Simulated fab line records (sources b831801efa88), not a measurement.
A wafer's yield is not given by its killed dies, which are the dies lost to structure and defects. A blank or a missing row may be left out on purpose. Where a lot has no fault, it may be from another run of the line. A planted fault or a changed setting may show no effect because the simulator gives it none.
Struck lot and sound lot, side by side :: flow sky130 :: 19 steps out of a route of 708
Sound: the wafers L832.1, L832.2, L832.3. Wafers L841.1, L841.2, L841.6 were the ones struck. Last of all comes the cause.
At each step with rows: each side's tool, then ch and its chambers, then its first start. Under that, the readings that differ: sound wafers :: struck wafers :: difference of the means :: sigmas: that difference in standard deviations of wafers without a fault.
alike: readings whose means differ by less than 2 such deviations, and words and numbers that are the same on both sides. not compared: withheld readings, readings that some wafer has no value for, bounds like >300 that may hide the same value, and numbers for which the record gives no deviation and whose values overlap.
Wherever a step has rows on one side only, a row that says differs or no value, or a row with sigmas, the two part there. Numbers that have no deviation but don't overlap get no sigmas and don't part them. Lack of a reading on every wafer of one side parts them only where that side has two or more wafers.

first, 1 step without rows for these wafers: SKY_RES_XHIGH_IMPLANT_07.
SKY_RES_XHIGH_STRIP_08: strips in O2/N2.
  sound on plasmaAsher-01 ch 0,1, day 29 14:23; struck on plasmaAsher-01 ch 0,1, day 32 15:01
  alike: drypumpMotorCurrentA, oesProductAu, stripTimeToEndpointS
  not compared: rfHoursCounterH
SKY_RES_XHIGH_TW_MEAS_09:
  sound: filmMetro-03 at day 29 14:29; struck: filmMetro-02 at day 32 15:07
  alike: RES_XHIGH_TW
then, 7 steps without rows for these wafers: SKY_SD_N_DEHYDRATE_00 (time 60 s); SKY_SD_N_HMDS_01 (prime time 60 s); SKY_SD_N_COAT_02 (resist thk 1140 nm); SKY_SD_N_SOFTBAKE_03 (time 60 s); SKY_SD_N_EXPOSE_04 (exposes mask NSDM, target cd 380 nm); SKY_SD_N_PEB_05; SKY_SD_N_DEVELOP_06 (develop time 60 s).
SKY_SD_N_CD_MEAS_07: the cd target is 380 nm.
  sound: cdSem-01 at day 30 17:42; struck: cdSem-02 at day 33 17:27
  alike: cdNm
SKY_SD_N_OVL_MEAS_08:
  sound: overlay-01 at day 30 17:49; struck: overlay-01 at day 33 17:34
  alike: SD_N_OVL
SKY_SD_N_IMPLANT_09:
  sound on implanter-01 ch 0, day 30 17:52; struck on implanter-01 ch 0, day 33 17:51
reading: beamEnergyKeV
sound: 50.008 49.989 49.996
struck: 68.304 68.290 68.325
difference: +18.309
sigmas: +99 or more

reading: model.implant.rpNm (nm)
sound: 32.54 32.54 32.54
struck: 41.9 41.9 41.9
difference: +9.4
sigmas: 

reading: model.implant.drpNm (nm)
sound: 14.11 14.11 14.11
struck: 17.9 17.9 17.9
difference: +3.8
sigmas: 
next, for these wafers, 1 step has no rows: SKY_SD_N_IMPLANT_10.
SKY_SD_N_STRIP_11: strips in O2/N2.
  sound on plasmaAsher-02 ch 0,1, day 30 18:09; struck on plasmaAsher-01 ch 0,1, day 33 18:09
reading: oesProductAu (a.u.)
sound: 0.530 0.525 0.530
struck: 0.485 0.495 0.499
difference: -0.035
sigmas: -8

reading: stripTimeToEndpointS (s)
sound: 22.53 22.49 22.46
struck: 25.24 25.23 25.30
difference: +2.76
sigmas: +69
  alike: drypumpMotorCurrentA
  not compared: rfHoursCounterH
SKY_SD_N_TW_MEAS_12:
  sound: filmMetro-04 at day 30 18:15; struck: filmMetro-02 at day 33 18:28
reading: SD_N_TW
sound: 4016 4032 4016
struck: 4355 4368 4359
difference: +339
sigmas: +12
  not compared: hold
SKY_SD_N_RTA_14: time 2 s.
  sound on rtpAnneal-02 ch 0, day 30 18:22; struck on rtpAnneal-01 ch 0, day 33 21:04
  alike: lampPowerPct, wafer_temp_C_max
SKY_SD_N_RS_MEAS_16: measurement is done with a four-point probe.
  sound: filmMetro-04 at day 30 18:32; struck: filmMetro-03 at day 33 21:35
reading: SD_N_RS (ohm/sq)
sound: 68.47 68.49 68.40
struck: 58.10 57.76 58.05
difference: -10.48
sigmas: -81
  not compared: hold
next, for these wafers, 1 step has no rows: SKY_PAD_OPEN_PROBE_99.

WHERE THEY PART
At SKY_SD_N_IMPLANT_09 first; at SKY_SD_N_RS_MEAS_16 last (within this record only).

WHY: whatever the simulator had introduced
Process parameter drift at SKY_SD_N_IMPLANT_09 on implanter-01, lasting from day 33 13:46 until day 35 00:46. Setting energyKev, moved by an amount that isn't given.
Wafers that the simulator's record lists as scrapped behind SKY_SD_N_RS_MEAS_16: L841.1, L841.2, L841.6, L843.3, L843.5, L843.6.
